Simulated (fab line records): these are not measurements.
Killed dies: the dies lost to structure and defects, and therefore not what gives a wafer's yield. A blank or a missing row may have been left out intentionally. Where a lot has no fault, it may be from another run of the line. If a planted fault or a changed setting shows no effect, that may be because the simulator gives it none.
fab line records	flow sky130
record: lots: 12	wafers: 36	lastDay: 50
route steps=708 shown POLY_GATE@218 LDD_N@254 LDD_P@264 LDD_HVN@276 PAD_OPEN@708
lots that met no fault: from a run of the same line without faults
startH: hours from the record's opening day to when the first of the lot's shown wafers began	waitH: hours from the lot's prior step to this one	" same as the row above	L1.1+2: a single row standing in for several wafers	- no value, or no start was given	* or withheld: withheld	< > ~ a bound
route shown NAME@n: names a module that has steps shown in the file, with the first one's number in the route	usual: mean and standard deviation over wafers with no fault	same: alike in all rows	chamber/n: place in a boat	sites: the reading at each site	_std_site: their standard deviation	_edge_site: the outer-site mean with the inner-site mean subtracted	radiusMm: how far each site lies from the wafer's centre	mask NAME#n: copy n	behind: the last tool/chamber to shape the wafer	hold: what put the lot on hold/how long, in hours/how the hold closed	device: the transistor (n, p or np) that didn't switch	end of line: the same wafers' tests at the end of the route	a step without rows: its recipe alone	killed: dies that structure and defects cost at the first sort, which is not the same as the wafer's yield	map: a wafer's dies, x killed, . not, _ none there
set.NAME: the run value of the setting; set.NAME@STEP: its run value at that earlier step	model.NAME: the simulator's own value behind a step, which no gauge read
one table for each step of the route and one row for each wafer, over a sample of lots
services: a tool's chamber out of use, with start hour (startH, from the record's first day; less than 0 if before it), hours out, and reason
== steps ==
step: SKY_POLY_GATE_THK_MEAS_04
recipe: reads: Si3N4_of_POLY_GATE_CVD_03
usual: POLY_GATE_CVD_03_THK: 75.3/0.64
lot.wafer	tool	chamber	startH	waitH	POLY_GATE_CVD_03_THK[nm]
L155.1	filmMetro-01	-	338.70	0.0	75.3
L155.2	"	-	"	"	75.0
L155.6	"	-	"	"	75.2
L156.2	filmMetro-04	-	347.81	0.0	75.3
L156.3	"	-	"	"	75.2
L156.6	"	-	"	"	75.4
L157.2	filmMetro-04	-	357.51	0.0	75.7
L157.3	"	-	"	"	75.5
L157.4	"	-	"	"	75.9
L160.1	filmMetro-01	-	391.11	0.0	76.1
L160.4	"	-	"	"	76.0
L160.6	"	-	"	"	76.0
L164.1	filmMetro-03	-	423.68	0.0	74.5
L164.2	"	-	"	"	75.0
L164.6	"	-	"	"	73.8
L163.2	filmMetro-04	-	423.69	0.0	75.1
L163.4	"	-	"	"	74.8
L163.5	"	-	"	"	75.8
L168.1	filmMetro-04	-	464.59	0.0	75.5
L168.4	"	-	"	"	73.9
L168.5	"	-	"	"	74.2
L170.2	filmMetro-01	-	478.90	0.0	76.7
L170.3	"	-	"	"	76.6
L170.5	"	-	"	"	76.2
L171.1	filmMetro-04	-	487.06	0.0	74.3
L171.2	"	-	"	"	75.1
L171.5	"	-	"	"	74.8
L172.1	filmMetro-04	-	488.41	0.0	76.2
L172.2	"	-	"	"	76.4
L172.5	"	-	"	"	75.8
L176.1	filmMetro-01	-	534.17	0.0	75.6
L176.2	"	-	"	"	75.5
L176.6	"	-	"	"	75.0
L177.1	filmMetro-03	-	549.57	0.0	75.3
L177.3	"	-	"	"	75.6
L177.5	"	-	"	"	75.2
step: SKY_LDD_N_TW_MEAS_17
usual: LDD_N_TW: 2594/19
lot.wafer	tool	chamber	startH	waitH	LDD_N_TW
L155.1	filmMetro-02	-	400.85	0.1	2575
L155.2	"	-	"	"	2584
L155.6	"	-	"	"	2579
L156.2	filmMetro-02	-	409.82	0.1	2595
L156.3	"	-	"	"	2583
L156.6	"	-	"	"	2589
L157.2	filmMetro-02	-	420.21	0.1	2575
L157.3	"	-	"	"	2590
L157.4	"	-	"	"	2581
L160.1	filmMetro-02	-	454.75	0.1	2576
L160.4	"	-	"	"	2583
L160.6	"	-	"	"	2577
L164.1	filmMetro-02	-	488.76	0.1	2563
L164.2	"	-	"	"	2551
L164.6	"	-	"	"	2565
L163.2	filmMetro-01	-	489.63	0.1	2621
L163.4	"	-	"	"	2621
L163.5	"	-	"	"	2620
L168.1	filmMetro-02	-	528.10	0.1	2598
L168.4	"	-	"	"	2588
L168.5	"	-	"	"	2586
L170.2	filmMetro-01	-	541.52	0.1	2611
L170.3	"	-	"	"	2621
L170.5	"	-	"	"	2627
L171.1	filmMetro-02	-	549.36	0.1	2587
L171.2	"	-	"	"	2578
L171.5	"	-	"	"	2588
L172.1	filmMetro-02	-	551.85	0.1	2582
L172.2	"	-	"	"	2586
L172.5	"	-	"	"	2595
L176.1	filmMetro-02	-	595.06	0.1	2598
L176.2	"	-	"	"	2583
L176.6	"	-	"	"	2580
L177.1	filmMetro-02	-	612.01	0.1	2577
L177.3	"	-	"	"	2575
L177.5	"	-	"	"	2571
step: SKY_LDD_P_IMPLANT_09
recipe: species: BF2	energyKev: 25	doseCm2: 1e+13	tiltDeg: withheld
usual: doseIonsCm2: 1.0002e+13/1.2e+10	endStationPressureTorr: 5.04e-06/2.7e-07	faradayCurrentUA: 56.3/1.2
lot.wafer	tool	chamber	startH	waitH	doseIonsCm2	endStationPressureTorr	faradayCurrentUA
L155.1	implanter-01	0	430.19	0.0	1.0007e+13	5.26e-06	56.0
L155.2	"	0	"	"	1.0012e+13	4.74e-06	57.5
L155.6	"	0	"	"	1.0002e+13	5.12e-06	55.1
L156.2	implanter-02	0	440.06	0.0	1.0018e+13	4.75e-06	57.5
L156.3	"	0	"	"	9.986e+12	5.13e-06	56.2
L156.6	"	0	"	"	1.003e+13	4.81e-06	56.8
L157.2	implanter-01	0	450.60	0.0	1.0001e+13	5.05e-06	55.1
L157.3	"	0	"	"	1.0002e+13	4.57e-06	56.4
L157.4	"	0	"	"	9.989e+12	5.31e-06	55.5
L160.1	implanter-04	0	484.88	0.0	1e+13	5.04e-06	57.8
L160.4	"	0	"	"	9.977e+12	5.29e-06	57.4
L160.6	"	0	"	"	9.991e+12	4.88e-06	56.9
L164.1	implanter-02	0	518.78	0.0	1.0026e+13	4.55e-06	53.7
L164.2	"	0	"	"	1.0022e+13	4.74e-06	55.4
L164.6	"	0	"	"	9.999e+12	5.05e-06	57.5
L163.2	implanter-04	0	520.01	0.0	1.0019e+13	4.64e-06	58.5
L163.4	"	0	"	"	1.0014e+13	5.59e-06	53.8
L163.5	"	0	"	"	9.992e+12	5.46e-06	57.4
L168.1	implanter-01	0	558.03	0.0	1.0009e+13	4.81e-06	55.1
L168.4	"	0	"	"	1.001e+13	4.94e-06	57.2
L168.5	"	0	"	"	1.0001e+13	5.3e-06	57.5
L170.2	implanter-02	0	571.55	0.0	6.332e+12	5.28e-06	36.3
L170.3	"	0	"	"	6.358e+12	4.88e-06	35.6
L170.5	"	0	"	"	6.342e+12	5.07e-06	35.2
L171.1	implanter-01	0	578.53	0.0	1.0009e+13	4.76e-06	55.1
L171.2	"	0	"	"	1.0018e+13	4.94e-06	55.1
L171.5	"	0	"	"	1.0013e+13	4.89e-06	55.8
L172.1	implanter-02	0	581.68	0.0	6.323e+12	5.37e-06	36.4
L172.2	"	0	"	"	6.324e+12	5.32e-06	36.3
L172.5	"	0	"	"	6.327e+12	5.47e-06	35.0
L176.1	implanter-04	0	624.03	0.0	9.985e+12	5.22e-06	54.5
L176.2	"	0	"	"	9.981e+12	4.79e-06	56.2
L176.6	"	0	"	"	9.995e+12	5.35e-06	55.5
L177.1	implanter-01	0	640.73	0.0	1.0007e+13	5.22e-06	57.6
L177.3	"	0	"	"	1.0001e+13	4.86e-06	56.4
L177.5	"	0	"	"	9.993e+12	5.28e-06	56.8
step: SKY_LDD_P_TW_MEAS_11
usual: LDD_P_TW: 639/6
lot.wafer	tool	chamber	startH	waitH	LDD_P_TW
L155.1	filmMetro-02	-	430.44	0.1	635
L155.2	"	-	"	"	636
L155.6	"	-	"	"	637
L156.2	filmMetro-02	-	440.30	0.1	636
L156.3	"	-	"	"	635
L156.6	"	-	"	"	633
L157.2	filmMetro-03	-	450.84	0.1	643
L157.3	"	-	"	"	640
L157.4	"	-	"	"	638
L160.1	filmMetro-04	-	485.13	0.1	640
L160.4	"	-	"	"	643
L160.6	"	-	"	"	642
L164.1	filmMetro-04	-	519.03	0.1	644
L164.2	"	-	"	"	642
L164.6	"	-	"	"	642
L163.2	filmMetro-04	-	520.25	0.1	639
L163.4	"	-	"	"	637
L163.5	"	-	"	"	641
L168.1	filmMetro-02	-	558.28	0.1	628
L168.4	"	-	"	"	631
L168.5	"	-	"	"	630
L170.2	filmMetro-02	-	571.79	0.1	544
L170.3	"	-	"	"	544
L170.5	"	-	"	"	546
L171.1	filmMetro-03	-	578.78	0.1	641
L171.2	"	-	"	"	643
L171.5	"	-	"	"	642
L172.1	filmMetro-04	-	581.93	0.1	558
L172.2	"	-	"	"	560
L172.5	"	-	"	"	562
L176.1	filmMetro-03	-	624.28	0.1	647
L176.2	"	-	"	"	646
L176.6	"	-	"	"	651
L177.1	filmMetro-03	-	640.98	0.1	649
L177.3	"	-	"	"	650
L177.5	"	-	"	"	651
step: SKY_LDD_HVN_STRIP_09
recipe: chemistry: O2/N2	powerW: 1400	pressureMtorr: 1500	platenTempC: withheld	o2FlowSccm: 3000	n2FlowSccm: 300	overashFraction: 0.5
usual: drypumpMotorCurrentA: 5.6/0.34	n2FlowSccm: 300.0/1	oesProductAu: 0.408/0.0045	stripTimeToEndpointS: 4.135/0.014
lot.wafer	tool	chamber	startH	waitH	drypumpMotorCurrentA	n2FlowSccm	oesProductAu	rfHoursCounterH	stripTimeToEndpointS
L155.1	plasmaAsher-02	1	460.80	0.1	5.4	300.4	0.413	64	4.128
L155.2	"	0	"	"	5.8	301.6	0.404	64	4.121
L155.6	"	0	"	"	5.9	300.7	0.404	-	4.117
L156.2	plasmaAsher-01	0	470.56	0.1	5.2	300.2	0.409	4	4.123
L156.3	"	1	"	"	5.2	300.9	0.403	-	4.131
L156.6	"	1	"	"	5.1	300.5	0.408	-	4.124
L157.2	plasmaAsher-01	1	481.16	0.1	5.1	301.1	0.402	5	4.118
L157.3	"	0	"	"	5.2	298.0	0.404	-	4.135
L157.4	"	1	"	"	5.2	300.3	0.416	-	4.145
L160.1	plasmaAsher-02	1	515.05	0.1	5.4	300.0	0.403	69	4.141
L160.4	"	1	"	"	5.4	300.1	0.407	-	4.123
L160.6	"	0	"	"	5.9	300.6	0.413	-	4.116
L164.1	plasmaAsher-04	1	548.40	0.1	6.0	299.3	0.403	79	4.132
L164.2	"	0	"	"	6.0	300.6	0.405	79	4.122
L164.6	"	1	"	"	6.1	299.4	0.406	-	4.107
L163.2	plasmaAsher-01	1	550.40	0.1	5.2	300.0	0.404	13	4.155
L163.4	"	1	"	"	5.2	299.4	0.399	-	4.142
L163.5	"	1	"	"	5.2	300.7	0.406	-	4.128
L168.1	plasmaAsher-02	0	588.01	0.1	5.9	298.1	0.404	77	4.134
L168.4	"	0	"	"	5.8	300.6	0.403	-	4.126
L168.5	"	0	"	"	5.8	301.2	0.406	-	4.133
L170.2	plasmaAsher-04	1	601.00	0.1	6.1	299.7	0.401	85	4.125
L170.3	"	0	"	"	6.0	300.5	0.403	-	4.141
L170.5	"	0	"	"	6.1	299.6	0.405	-	4.128
L171.1	plasmaAsher-02	0	607.51	0.1	5.8	302.0	0.403	78	4.168
L171.2	"	1	"	"	5.4	300.8	0.411	78	4.157
L171.5	"	1	"	"	5.4	300.3	0.406	-	4.140
L172.1	plasmaAsher-02	1	611.45	0.1	5.5	300.4	0.415	79	4.142
L172.2	"	0	"	"	5.9	299.5	0.412	79	4.136
L172.5	"	1	"	"	5.4	301.6	0.408	-	4.145
L176.1	plasmaAsher-02	1	652.52	0.1	5.4	300.0	0.405	81	4.135
L176.2	"	0	"	"	5.8	298.9	0.413	81	4.148
L176.6	"	1	"	"	5.4	300.5	0.406	-	4.154
L177.1	plasmaAsher-02	1	670.07	0.1	5.5	300.4	0.410	82	4.121
L177.3	"	0	"	"	5.8	300.6	0.409	-	4.144
L177.5	"	1	"	"	5.5	301.2	0.400	-	4.132
step: SKY_PAD_OPEN_PROBE_99
usual: killed_at_M0_to_M3: 42/6.9	killed_at_M4_up: 3.2/1.7	killedAtContacts: 25/5.1	killedAtFrontEnd: 15/4.5	killedAtOther: 0.4/0.63	killedDies: 86/9.3	killedOpen: 46/7	killedShort: 39/6.9
same: grossDies: 492	killedAtBackSide: 0
lot.wafer	tool	chamber	startH	waitH	killed_at_M0_to_M3	killed_at_M4_up	killedAtContacts	killedAtFrontEnd	killedAtOther	killedDies	killedOpen	killedShort
L160.1	prober-02	-	1112.97	0.1	40	3	20	20	0	83	49	33
L160.4	prober-02	-	1113.12	0.2	38	1	19	16	1	75	35	40
L160.6	prober-02	-	1113.22	0.2	37	4	24	21	1	87	45	42
L171.1	prober-02	-	1171.72	0.1	59	2	18	15	1	95	49	46
L171.2	prober-02	-	1171.77	0.1	43	4	28	16	1	92	45	47
L171.5	prober-02	-	1171.92	0.2	37	2	27	13	0	79	44	34
killed by level:class
L160.1 VIA1:geometricParticle:open=18 FIELD_ISO:geometricParticle:open=8 CONTACT:geometricParticle:open=8 POLY_GATE:geometricParticle:open=5 LI_CONTACT:geometricParticle:open=5 CONTACT:geometricParticle:short=5 METAL2:geometricParticle:short=4 METAL1:geometricParticle:short=4
L160.4 METAL2:geometricParticle:short=8 VIA1:geometricParticle:open=8 METAL1:geometricParticle:short=6 FIELD_ISO:geometricParticle:open=5 LI_CONTACT:geometricParticle:open=5 CONTACT:geometricParticle:short=4 CONTACT:geometricParticle:open=4 VIA2:geometricParticle:open=4
L160.6 VIA1:geometricParticle:open=9 FIELD_ISO:geometricParticle:open=7 LI_CONTACT:geometricParticle:open=7 CONTACT:geometricParticle:short=7 CONTACT:geometricParticle:open=6 VIA1:geometricParticle:short=6 VIA2:geometricParticle:open=4 VIA3:geometricParticle:open=4
L171.1 VIA1:geometricParticle:open=18 VIA3:geometricParticle:open=8 METAL2:geometricParticle:short=7 METAL1:geometricParticle:short=7 CONTACT:geometricParticle:open=6 LOCAL_INTERCONNECT:geometricParticle:short=5 VIA1:geometricParticle:short=5 FIELD_ISO:geometricParticle:short=4
L171.2 CONTACT:geometricParticle:open=9 VIA1:geometricParticle:open=8 FIELD_ISO:geometricParticle:short=6 VIA2:geometricParticle:open=6 VIA3:geometricParticle:open=6 POLY_GATE:geometricParticle:short=5 LI_CONTACT:geometricParticle:open=5 CONTACT:geometricParticle:short=5
L171.5 CONTACT:geometricParticle:open=16 VIA1:geometricParticle:open=10 METAL2:geometricParticle:short=9 METAL1:geometricParticle:short=6 CONTACT:geometricParticle:short=4 POLY_GATE:geometricParticle:open=4 LOCAL_INTERCONNECT:geometricParticle:short=4 SONOS_ONO:geometricParticle:open=3
== services ==
tool	chamber	startH	hours	kind
implanter-01	-	411.15	2.0	repair
implanter-04	-	414.50	3.7	repair
plasmaAsher-01	-	421.25	9.0	pm
plasmaAsher-01	0	421.25	9.0	ventCycle
plasmaAsher-01	1	421.25	9.0	ventCycle
plasmaAsher-01	0	430.25	-	clean
plasmaAsher-01	1	430.25	-	clean
plasmaAsher-04	-	436.79	7.9	repair
implanter-02	-	443.34	3.8	pm
implanter-02	-	459.16	3.0	pm
plasmaAsher-04	-	478.81	6.4	repair
plasmaAsher-04	-	493.44	28.1	pm
implanter-01	-	506.08	17.3	repair
implanter-04	-	507.39	0.7	repair
implanter-04	-	525.73	10.4	repair
implanter-04	-	541.41	10.4	pm
plasmaAsher-01	-	565.73	2.4	repair
implanter-04	-	572.89	1.0	repair
plasmaAsher-02	-	599.76	0.6	repair
implanter-04	-	607.10	2.8	pm
plasmaAsher-02	-	617.27	24.5	repair
implanter-04	-	619.15	3.0	repair
== key ==
firstSign: step: SKY_LDD_P_IMPLANT_09	reading: doseIonsCm2	direction: down	sigmas: 99+	usual: *	struck: *
effect: step: SKY_LDD_P_IMPLANT_09	reading: faradayCurrentUA	direction: down	sigmas: 17	usual: 56.3	struck: 35.8
effect: step: SKY_LDD_P_TW_MEAS_11	reading: LDD_P_TW	direction: down	sigmas: 15	usual: 639	struck: 552
metAt SKY_LDD_P_IMPLANT_09
struckLots L170,L172
testerLeftOut L170,L172
notActingAt SKY_POLY_GATE_THK_MEAS_04,SKY_LDD_N_TW_MEAS_17,SKY_LDD_HVN_STRIP_09
onsetBetween 518.78 571.55
fault: kind: processParameterDrift	tool: implanter-02	chamber: -	onsetH: 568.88	steps: SKY_LDD_P_IMPLANT_09	channel: doseCm2	offset: *	shape: step	endH: 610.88	actsIn: *	stated: *
testerLeftOut: of these lots the tester's yield and bins aren't shown, on N5 and GAA mostly nor the transistor test; their killed dies are dies lost to structure and defects alone, not to doping, threshold or leakage, so they don't give the yield
